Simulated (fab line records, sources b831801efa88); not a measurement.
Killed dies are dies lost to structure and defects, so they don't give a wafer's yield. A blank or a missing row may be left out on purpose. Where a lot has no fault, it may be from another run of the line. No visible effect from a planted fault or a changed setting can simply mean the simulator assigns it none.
Problem report in the 8D (eight disciplines) form, filled by code | flow sky130 | the parts of the form that need people (team, actions taken, sign-off) are left out

1. WHAT IS WRONG
beam-energy-keV at SKY_LDD_N_IMPLANT_09 reads a mean of 17.895 on 9 wafers of 3 lots; wafers without a fault read 20.000 with a standard deviation of 0.0056. That is -99 or more standard deviations from the usual mean.
Seen first at day 22 03:59 on implanter-03, wafer L473.2. Wafers with a number at this step in the record: 21, from 7 lots. Rule for "out", or "out of limits": more than 4 standard deviations from the usual mean. The other wafers with a number count as sound.

2. WHAT IT IS, AND WHAT IT ISN'T
question                    | is                     | is not
which readings at this step | beam-energy-keV        | end-station-pressure-torr, rotation-deg
which lots                  | L473, L475, L477       | L466, L474, L476, L484
which wafers of those lots  | all that have a number | -
read on which tools         | implanter-03           | implanter-01, implanter-04
when                        | from day 22 03:59      | up to then (3 sound wafers); but 9 sound wafers of L474, L476, L484 came after

3. THE SUSPECTS, EACH WITH WHAT RULES IT OUT
Counting: a tool at a process step up to the reading stays a suspect if it ran every lot that is out and no sound lot after the first of them.
- implanter-03 at SKY_LDD_N_IMPLANT_09: ruled out as a lasting fault. Sound lots L484 ran on it after its first lot that is out, L473 (day 22 03:59).
Left after counting: nothing in the record.

4. THE CAUSE (what the simulator had put in)
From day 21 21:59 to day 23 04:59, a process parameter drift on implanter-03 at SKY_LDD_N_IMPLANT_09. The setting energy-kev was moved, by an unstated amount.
Counting ruled it out, wrongly.

5. THE EFFECT CHAIN, in route order
Each row: a reading where the mean over the struck wafers with a number is more than 3 standard deviations away from the usual. Readings are gone through only where the record gives a usual standard deviation; hours: the median, over the lots, of the time from a lot's start at the first step in this table giving one to that lot's start at this step; sigmas: the change measured in usual standard deviations.
hours | step                 | reading            | usual  | on struck wafers | change | sigmas
0     | SKY_LDD_N_IMPLANT_09 | beam-energy-keV    | 20.000 | 17.895           | -2.105 | -99 or more
0     | SKY_LDD_N_IMPLANT_09 | beam-on-s          | 9.98 s | 11.28            | +1.30  | +5.9
0     | SKY_LDD_N_IMPLANT_09 | faraday-current-uA | 424    | 374              | -50    | -5.4
Its process steps:
- SKY_LDD_N_IMPLANT_09

6. WHAT WOULD HAVE CAUGHT IT SOONER
The fault began at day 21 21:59; the first out-of-limits reading in this record came at day 22 03:59, 6 hours later.
